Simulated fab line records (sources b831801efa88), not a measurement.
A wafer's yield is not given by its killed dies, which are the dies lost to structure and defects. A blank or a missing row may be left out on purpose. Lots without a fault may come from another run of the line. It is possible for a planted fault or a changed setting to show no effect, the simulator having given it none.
Which of the tools did it?    flow gf180mcu    13 lots with 39 wafers sampled at 5 steps, on a route of 602 steps

== WHAT EACH GAUGE READ, for each wafer ==
GF_POLY_GATE_CD_MEAS_10: the cd target is 280 nm. Usual: cd nm 279.9 nm, standard deviation 1.5.
lot   measured      on         cd nm (nm)         flag
L430  day 9 15:26   cd sem-01  279.4 278.8 280.0  
L431  day 9 17:13   cd sem-02  281.5 282.0 281.3  
L432  day 10 02:32  cd sem-01  278.3 279.3 278.2  
L433  day 10 07:35  cd sem-02  276.8 278.0 278.7  
L434  day 10 11:36  cd sem-02  279.3 279.1 278.5  
L441  day 12 13:32  cd sem-02  265.2 266.1 264.5  OFF
L445  day 13 14:52  cd sem-02  279.5 280.9 279.0  
L446  day 13 18:53  cd sem-02  279.1 277.4 278.0  
L448  day 14 10:43  cd sem-02  279.4 279.6 279.3  
L449  day 15 00:00  cd sem-02  279.3 278.4 278.7  
L450  day 15 05:01  cd sem-01  281.8 280.9 281.3  
L452  day 15 20:26  cd sem-02  279.8 279.7 281.1  
L453  day 16 00:37  cd sem-02  280.9 281.2 281.2  

GF_HV_LDD_OVL_MEAS_47. Usual: HV_LDD_03_OVL typically reads 0.4 nm, with standard deviation 1.5.
lot   measured      on          HV_LDD_03_OVL (nm)  flag
L430  day 12 20:44  overlay-01  0.6 -2.0 -0.9       
L431  day 12 23:07  overlay-01  1.6 1.0 0.0         
L432  day 13 11:00  overlay-02  0.9 3.4 1.6         
L433  day 13 16:36  overlay-01  -1.4 0.4 1.4        
L434  day 13 20:38  overlay-02  0.5 -1.4 1.1        
L441  day 16 03:40  overlay-01  -0.8 -1.0 0.1       
L445  day 17 08:54  overlay-01  0.3 -2.6 0.5        
L446  day 17 13:38  overlay-02  0.7 0.7 -0.4        
L448  day 18 09:13  overlay-02  -0.6 0.0 0.5        
L449  day 18 23:18  overlay-02  -0.7 1.6 1.2        
L450  day 19 02:58  overlay-02  1.1 2.4 3.0         
L452  day 19 21:03  overlay-02  0.7 2.3 2.0         
L453  day 20 03:05  overlay-02  2.4 3.0 3.2         

GF_NSD_TW_MEAS_12. Usual: NSD_TW typically reads 4295, with standard deviation 38.
lot   measured      on             NSD_TW          flag
L430  day 13 20:41  film metro-04  4351 4327 4331  
L431  day 13 22:53  film metro-03  4275 4280 4261  
L432  day 14 10:34  film metro-04  4310 4327 4306  
L433  day 14 16:23  film metro-03  4243 4210 4236  
L434  day 14 21:20  film metro-04  4313 4336 4315  
L441  day 17 05:43  film metro-02  4297 4291 4296  
L445  day 18 12:38  film metro-03  4243 4263 4257  
L446  day 18 17:29  film metro-02  4297 4324 4313  
L448  day 19 12:26  film metro-02  4287 4271 4280  
L449  day 20 05:02  film metro-04  4333 4319 4336  
L450  day 20 07:16  film metro-04  4343 4333 4319  
L452  day 21 00:50  film metro-03  4247 4246 4237  
L453  day 21 06:49  film metro-04  4332 4319 4338  

== EACH LOT AND THE TOOL THAT RAN IT (in order: tool; ch and the chambers of the sampled wafers; start) ==
lot   GF_POLY_GATE_EXPOSE_07             GF_POLY_GATE_STRIP_14
L430  krf scanner-01 ch 0, day 9 06:50   plasma asher-04 ch 0,1, day 9 15:41
L431  krf scanner-01 ch 0, day 9 08:51   plasma asher-02 ch 0,1, day 9 17:29
L432  krf scanner-02 ch 0, day 9 17:53   plasma asher-03 ch 0,1, day 10 02:48
L433  krf scanner-01 ch 0, day 9 22:49   plasma asher-02 ch 0,1, day 10 07:50
L434  krf scanner-02 ch 0, day 10 02:58  plasma asher-03 ch 0,1, day 10 11:52
L441  krf scanner-02 ch 0, day 12 03:23  plasma asher-04 ch 0,1, day 12 13:49
L445  krf scanner-02 ch 0, day 13 05:10  plasma asher-03 ch 0,1, day 13 15:07
L446  krf scanner-02 ch 0, day 13 09:02  plasma asher-02 ch 0,1, day 13 19:10
L448  krf scanner-02 ch 0, day 14 01:03  plasma asher-04 ch 0,1, day 14 10:58
L449  krf scanner-02 ch 0, day 14 13:44  plasma asher-04 ch 0,1, day 15 00:14
L450  krf scanner-02 ch 0, day 14 18:29  plasma asher-03 ch 0,1, day 15 05:16
L452  krf scanner-02 ch 0, day 15 09:37  plasma asher-02 ch 0,1, day 15 20:40
L453  krf scanner-02 ch 0, day 15 14:04  plasma asher-02 ch 0,1, day 16 00:52
- GF_POLY_GATE_EXPOSE_07: exposes mask Poly2, target cd 280 nm.
- GF_POLY_GATE_STRIP_14: strips in O2/N2.

== WHAT THE TOOLS THEMSELVES READ (means of the sampled wafers that have a number; where no wafer has one, the mark that the record gives instead) ==
GF_POLY_GATE_STRIP_14. Usual: drypump motor current A 5.6 A, standard deviation 0.61; heater power w 336 W, standard deviation 15; oes product au 0.504 a.u., standard deviation 0.0048.
lot   tool             drypump motor current A (A)  heater power w (W)  oes product au (a.u.)  flag
L430  plasma asher-04  6.1                          342                 0.505                  
L431  plasma asher-02  4.8                          346                 0.506                  
L432  plasma asher-03  5.7                          322                 0.500                  
L433  plasma asher-02  4.8                          351                 0.511                  
L434  plasma asher-03  5.7                          319                 0.504                  
L441  plasma asher-04  5.8                          336                 0.505                  
L445  plasma asher-03  5.7                          320                 0.504                  
L446  plasma asher-02  4.9                          348                 0.506                  
L448  plasma asher-04  5.8                          334                 0.505                  
L449  plasma asher-04  6.1                          343                 0.499                  
L450  plasma asher-03  5.7                          320                 0.505                  
L452  plasma asher-02  5.0                          350                 0.505                  
L453  plasma asher-02  4.9                          350                 0.504                  

== THE ANSWER, worked out from the rows above alone ==
Rule: a lot is off if the mean of its wafers that have a number lies more than 3 standard deviations from the usual mean. A lot without any number at a reading at which 4 lots or more have one is off too. Any other lot the step has rows for is counted as sound. First the gauges in route order, then the tools' own readings, where a lot's mean is used as printed above. The first step at which some lot is off is used, and at that step the reading that is off furthest; a lot without a number counts as furthest.
Off: L441, at GF_POLY_GATE_CD_MEAS_10 (cd nm).
A tool fits if, at a process step before that reading, it ran every lot that is off, and no sound lot after the first of them. Those tools and the gauges at GF_POLY_GATE_CD_MEAS_10 are tried in the same way. No candidate that was tried fits.

== WHAT THE SIMULATOR HAD PUT IN ==
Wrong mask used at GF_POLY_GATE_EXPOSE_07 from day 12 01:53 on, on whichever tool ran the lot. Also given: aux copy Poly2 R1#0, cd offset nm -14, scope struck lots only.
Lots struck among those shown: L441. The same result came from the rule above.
